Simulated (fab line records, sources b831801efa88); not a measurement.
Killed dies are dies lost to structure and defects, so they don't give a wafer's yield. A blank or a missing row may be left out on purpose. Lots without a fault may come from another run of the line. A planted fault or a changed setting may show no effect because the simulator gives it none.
Problem report in the 8D (eight disciplines) form, filled by code | flow gf180mcu | the parts of the form that need people (team, actions taken, sign-off) are left out

1. THE PROBLEM
STI_CVD_03_THK at GF_STI_THK_MEAS_04 reads a mean of 234.1 nm on 6 wafers of 2 lots; wafers without a fault read 206.8 nm with a standard deviation of 1.9. That is +14 standard deviations from the usual mean.
First seen on wafer L861.3, day 5 07:35, on film_metro-04. The record holds 33 wafers of 11 lots with a number at this step. Rule for "out", or "out of limits": more than 4 standard deviations from the usual mean. The other wafers with a number count as sound.

2. WHAT IT IS AND WHAT IT IS NOT
question                    | is                     | is not
which readings at this step | STI_CVD_03_THK         | -
which lots                  | L861, L862             | L844, L845, L846, L849, L855, L857, L864, L865, L866
which wafers of those lots  | all that have a number | -
read on which gauges        | film_metro-04          | film_metro-02, film_metro-03
when                        | from day 5 07:35       | up to then (18 sound wafers); but 9 sound wafers of L864, L865, L866 came after

3. SUSPECTS, AND WHAT RULES EACH OUT
Counting: a tool at a process step up to the reading stays a suspect if it ran every lot that is out and no sound lot after the first of them.
- the gauge at GF_STI_THK_MEAS_04: ruled out. All the wafers that are out were read on film_metro-04, but those of them that GF_STI_CVD_03 has rows for are out there too, on other tools.
- lpcvd-02 at GF_STI_CVD_03 (deposits Si3N4 from DCS/NH3, target thk 207.16 nm, time 3551 s): kept. It ran every lot that is out, first L861 (day 5 05:34), and no sound lot after that; its last sound lot up to then is L855 (day 3 23:34). Its own readings are out on those wafers: spike_tc_centre_C, zone_power_centre_pct.
Left after counting: lpcvd-02 at GF_STI_CVD_03.

4. THE CAUSE (what the simulator had put in)
Process parameter drift: lpcvd-02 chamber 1, from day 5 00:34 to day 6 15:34, at GF_STI_CVD_03. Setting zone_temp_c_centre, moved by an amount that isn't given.
Counting left only this tool.

5. THE CHAIN OF EFFECTS, in route order
Each row: a reading whose mean over the struck wafers that have a number lies more than 3 standard deviations from the usual. Only readings for which the record gives a usual standard deviation are gone through. hours: the time from each lot's start at the first step in this table that gives one to its start at this step, as a median over the lots. sigmas: the change in usual standard deviations.
hours | step               | reading               | usual      | on struck wafers | change | sigmas
0     | GF_STI_CVD_03      | spike_tc_centre_C     | 771.0 C    | 791.0            | +20.0  | +18
0     | GF_STI_CVD_03      | zone_power_centre_pct | 13.6 %     | 19.3             | +5.7   | +7.4
0     | GF_STI_CVD_03      | zone_power_upper_pct  | 13.5 %     | 10.6             | -2.9   | -4.2
2     | GF_STI_THK_MEAS_04 | STI_CVD_03_THK        | 206.8 nm   | 234.1            | +27.3  | +14
17    | GF_STI_ETCH_13     | oes_product_au        | 0.832 a.u. | 0.891            | +0.059 | +8.9
The process steps in it:
- GF_STI_CVD_03: deposits Si3N4 from DCS/NH3, target thk 207.16 nm, time 3551 s.
- GF_STI_ETCH_13: etches the open film in CHF3/O2, stops on Si, target depth 282.31 nm, time 112.9 s.
Later measuring or inspecting steps at which every struck wafer that the step has a row for has a number for every such reading, and none has moved that far: GF_HV_LDD_THK_MEAS_55.

6. WHAT WOULD HAVE CAUGHT IT SOONER
In this record the first reading out of limits at a measuring or inspecting step was taken at day 5 07:35, 7 hours after the fault began at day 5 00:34.
The tool's own readings at GF_STI_CVD_03 were out on every struck wafer that the step has a row for (spike_tc_centre_C, zone_power_centre_pct): an alarm limit on them would have fired on the first of those.
Of the lots that are out (2), L862 began GF_STI_CVD_03 on lpcvd-02 after day 5 07:35. A hold on the tool at that time would have spared it.
